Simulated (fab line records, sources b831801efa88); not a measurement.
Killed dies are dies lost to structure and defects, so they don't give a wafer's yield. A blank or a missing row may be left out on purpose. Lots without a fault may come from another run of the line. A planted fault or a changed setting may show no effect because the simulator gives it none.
fab line records | flow gf180mcu | part 2 of 2: steps 32 to 40 of 40
record lots=5 wafers=15 last_day=34
route steps=602 shown HV_LDD@179
lots that met no fault: from a run of the same line without faults
start_h: hours from the record's first day to the start of the lot's first wafer shown | wait_h: hours since the lot's step before | " the same as in the row above | L1.1+2: a row that stands for several wafers | - no value, or no start given | * or withheld: withheld | < > ~ a bound
route shown NAME@n: a module of which the file shows steps, and the number in the route of the first | usual: mean/standard deviation of fault-free wafers | same: alike in all rows | chamber/n: place in a boat | sites: the reading at each site | _std_site: their standard deviation | _edge_site: outer sites' mean less inner sites' | radius_mm: how far each site lies from the wafer's centre | mask NAME#n: copy n | behind: the tool/chamber that last shaped the wafer | hold: why the lot was held/for how many hours/how that ended | device: the transistor (n, p or np) that didn't switch | end of line: the same wafers' tests at the end of the route | a step without rows: its recipe alone | killed: dies lost to structure and defects at the first sort, not the wafer's yield | map: a wafer's dies, x killed, . not, _ none there
set.NAME: the setting as run; set.NAME@STEP: as run at that earlier step | model.NAME: the simulator's own value behind a step, which no gauge read
lots at some steps of the route; a table a step, a row a wafer
services: from which hour (start_h, from the record's first day; less than 0 if before it) a tool's chamber was out of use, for how many hours, and why
## steps
# step GF_HV_LDD_IMPLANT_34
# recipe species=P energy_kev=60 dose_cm2=7.5e+12 tilt_deg=30 rotation_deg=90
# usual beam_energy_keV=59.995/0.019 beam_on_s=10.00/0.2 dose_ions_cm2=7.498e+12/7.2e+09
# columns lot.wafer tool chamber start_h wait_h beam_energy_keV beam_on_s dose_ions_cm2
L074.1 implanter-02 0 253.46 0.1 60.028 9.94 7.504e+12
L074.3 " 0 " " 60.038 10.15 7.501e+12
L074.6 " 0 " " 60.021 9.52 7.499e+12
L081.2 implanter-02 0 308.32 0.1 60.022 10.16 7.495e+12
L081.4 " 0 " " 60.022 10.00 7.505e+12
L081.5 " 0 " " 59.992 10.08 7.494e+12
L085.2 implanter-02 0 336.80 0.1 59.963 10.00 7.492e+12
L085.3 " 0 " " 59.970 10.05 7.497e+12
L085.4 " 0 " " 59.986 9.95 7.507e+12
L093.4 implanter-01 0 405.53 0.1 59.970 10.04 7.493e+12
L093.5 " 0 " " 60.006 10.04 7.492e+12
L093.6 " 0 " " 59.993 10.11 7.502e+12
L095.3 implanter-03 0 422.81 0.1 59.970 9.83 7.496e+12
L095.4 " 0 " " 59.989 10.14 7.496e+12
L095.6 " 0 " " 59.966 10.11 7.487e+12
# step GF_HV_LDD_IMPLANT_35
# recipe species=P energy_kev=60 dose_cm2=7.5e+12 tilt_deg=30 rotation_deg=180
# usual beam_energy_keV=60.004/0.022 beam_on_s=10.01/0.2 dose_ions_cm2=7.501e+12/8.1e+09
# columns lot.wafer tool chamber start_h wait_h beam_energy_keV beam_on_s dose_ions_cm2
L074.1 implanter-02 0 253.61 0.1 60.049 10.25 7.495e+12
L074.3 " 0 " " 60.049 9.93 7.495e+12
L074.6 " 0 " " 60.029 9.93 7.495e+12
L081.2 implanter-02 0 308.47 0.1 60.032 9.98 7.519e+12
L081.4 " 0 " " 60.025 10.23 7.509e+12
L081.5 " 0 " " 60.008 10.24 7.519e+12
L085.2 implanter-02 0 336.95 0.1 60.002 9.84 7.501e+12
L085.3 " 0 " " 60.032 10.13 7.507e+12
L085.4 " 0 " " 60.048 10.44 7.491e+12
L093.4 implanter-01 0 405.68 0.1 60.000 9.85 7.515e+12
L093.5 " 0 " " 60.011 10.07 7.507e+12
L093.6 " 0 " " 59.976 10.04 7.509e+12
L095.3 implanter-03 0 422.96 0.1 59.994 9.97 7.506e+12
L095.4 " 0 " " 59.997 10.00 7.504e+12
L095.6 " 0 " " 59.996 9.71 7.505e+12
# step GF_HV_LDD_IMPLANT_36
# recipe species=P energy_kev=60 dose_cm2=7.5e+12 tilt_deg=30 rotation_deg=270
# usual beam_energy_keV=59.999/0.018 beam_on_s=9.98/0.21 dose_ions_cm2=7.499e+12/7.2e+09
# columns lot.wafer tool chamber start_h wait_h beam_energy_keV beam_on_s dose_ions_cm2
L074.1 implanter-02 0 253.76 0.1 59.993 10.18 7.503e+12
L074.3 " 0 " " 60.013 10.31 7.497e+12
L074.6 " 0 " " 60.000 9.75 7.505e+12
L081.2 implanter-02 0 308.62 0.1 59.990 9.88 7.502e+12
L081.4 " 0 " " 59.987 9.88 7.494e+12
L081.5 " 0 " " 59.997 10.08 7.49e+12
L085.2 implanter-02 0 337.10 0.1 59.994 9.97 7.504e+12
L085.3 " 0 " " 59.999 10.19 7.499e+12
L085.4 " 0 " " 60.001 9.84 7.488e+12
L093.4 implanter-01 0 405.83 0.1 59.991 9.73 7.497e+12
L093.5 " 0 " " 59.988 10.05 7.495e+12
L093.6 " 0 " " 59.987 9.95 7.497e+12
L095.3 implanter-03 0 423.11 0.1 59.951 9.52 7.496e+12
L095.4 " 0 " " 60.003 9.94 7.509e+12
L095.6 " 0 " " 59.956 9.89 7.491e+12
# step GF_HV_LDD_STRIP_37
# recipe chemistry=O2/N2 power_w=1400 pressure_mtorr=1500 platen_temp_c=250 o2_flow_sccm=3000 n2_flow_sccm=300 overash_fraction=0.5
# usual drypump_motor_current_A=5.53/0.3 heater_power_w=324/32 oes_product_au=0.716/0.0045 strip_time_to_endpoint_s=12.613/0.026
# columns lot.wafer tool chamber start_h wait_h drypump_motor_current_A heater_power_w oes_product_au rf_hours_counter_h strip_time_to_endpoint_s
L074.1 plasma_asher-03 0 253.91 0.1 5.36 309 0.712 49 12.616
L074.3 " 0 " " 5.34 325 0.718 - 12.567
L074.6 " 1 " " 5.45 363 0.714 - 12.579
L081.2 plasma_asher-01 1 308.75 0.1 5.51 306 0.707 63 12.627
L081.4 " 1 " " 5.51 299 0.716 - 12.657
L081.5 " 1 " " 5.49 306 0.707 - 12.623
L085.2 plasma_asher-03 0 337.23 0.1 5.34 330 0.723 58 12.590
L085.3 " 0 " " 5.35 322 0.711 - 12.591
L085.4 " 1 " " 5.46 365 0.715 - 12.575
L093.4 plasma_asher-04 1 405.94 0.1 6.22 292 0.711 - 12.616
L093.5 " 1 " " 6.24 292 0.717 - 12.616
L093.6 " 0 " " 5.87 378 0.709 - 12.594
L095.3 plasma_asher-03 1 423.27 0.1 5.43 372 0.720 - 12.543
L095.4 " 0 " " 5.33 322 0.713 - 12.570
L095.6 " 0 " " 5.33 325 0.712 - 12.588
# step GF_HV_LDD_TW_MEAS_38
# usual HV_LDD_3_TW=1435/12
# columns lot.wafer tool chamber start_h wait_h HV_LDD_3_TW
L074.1 film_metro-04 - 254.01 0.1 1431
L074.3 " - " " 1430
L074.6 " - " " 1434
L081.2 film_metro-01 - 308.86 0.1 1444
L081.4 " - " " 1440
L081.5 " - " " 1431
L085.2 film_metro-03 - 337.34 0.1 1425
L085.3 " - " " 1421
L085.4 " - " " 1420
L093.4 film_metro-01 - 406.04 0.1 1444
L093.5 " - " " 1442
L093.6 " - " " 1443
L095.3 film_metro-01 - 423.36 0.1 1443
L095.4 " - " " 1437
L095.6 " - " " 1445
# step GF_HV_LDD_DEHYDRATE_39
# recipe temp_c=200 time_s=60
# columns lot.wafer tool chamber start_h wait_h
L074.1+3+6 litho_track-01 0 263.05 9.0
L081.2+4+5 litho_track-04 0 318.02 9.1
L085.2+3+4 litho_track-03 0 347.80 10.4
L093.4+5+6 litho_track-04 0 417.11 11.1
L095.3+4+6 litho_track-01 0 434.25 10.9
# step GF_HV_LDD_HMDS_40
# recipe prime_time_s=60 prime_temp_c=120
# columns lot.wafer tool chamber start_h wait_h
L074.1+3+6 litho_track-01 0 263.20 0.1
L081.2+4+5 litho_track-04 0 318.17 0.1
L085.2+3+4 litho_track-03 0 347.95 0.1
L093.4+5+6 litho_track-04 0 417.26 0.1
L095.3+4+6 litho_track-01 0 434.40 0.1
# step GF_HV_LDD_COAT_41
# recipe resist=NOVOLAK spin_rpm=3000 resist_thk_nm=1000
# usual dispense_pressure_kPa=49.0/1.5
# columns lot.wafer tool chamber start_h wait_h dispense_pressure_kPa
L074.1 litho_track-01 0 263.35 0.1 49.8
L074.3 " 0 " " 49.8
L074.6 " 0 " " 49.8
L081.2 litho_track-04 0 318.32 0.1 46.4
L081.4 " 0 " " 46.4
L081.5 " 0 " " 46.4
L085.2 litho_track-03 0 348.10 0.1 50.0
L085.3 " 0 " " 50.0
L085.4 " 0 " " 50.0
L093.4 litho_track-04 0 417.41 0.1 46.4
L093.5 " 0 " " 46.5
L093.6 " 0 " " 46.4
L095.3 litho_track-01 0 434.55 0.1 49.7
L095.4 " 0 " " 49.7
L095.6 " 0 " " 49.7
# step GF_HV_LDD_SOFTBAKE_42
# recipe temp_c=90 time_s=60 resist=NOVOLAK
# columns lot.wafer tool chamber start_h wait_h
L074.1+3+6 litho_track-01 0 263.50 0.1
L081.2+4+5 litho_track-04 0 318.47 0.1
L085.2+3+4 litho_track-03 0 348.25 0.1
L093.4+5+6 litho_track-04 0 417.56 0.1
L095.3+4+6 litho_track-01 0 434.70 0.1
## services
# columns tool chamber start_h hours kind
implanter-03 - 213.78 1.2 repair
implanter-01 - 218.90 1.5 repair
iline_stepper-01 0 221.11 - calibration
iline_stepper-01 - 225.31 10.7 repair
plasma_asher-04 - 229.60 7.2 repair
iline_stepper-02 - 236.11 1.7 pm
implanter-01 - 245.50 3.8 pm
implanter-03 - 267.95 1.7 repair
iline_stepper-02 0 299.80 - calibration
iline_stepper-02 - 330.10 2.7 repair
implanter-03 - 334.85 2.4 repair
implanter-03 - 339.50 3.1 repair
implanter-02 - 343.99 0.7 repair
iline_stepper-01 - 357.34 1.7 pm
implanter-02 - 358.25 23.0 pm
plasma_asher-01 - 367.62 3.5 repair
plasma_asher-04 - 368.14 0.5 repair
plasma_asher-04 - 370.12 6.4 repair
implanter-02 - 381.24 2.9 pm
implanter-02 - 394.44 1.8 repair
plasma_asher-03 - 398.89 5.1 repair
plasma_asher-01 - 421.25 9.0 pm
plasma_asher-01 0 421.25 9.0 vent_cycle
iline_stepper-01 0 429.29 - calibration
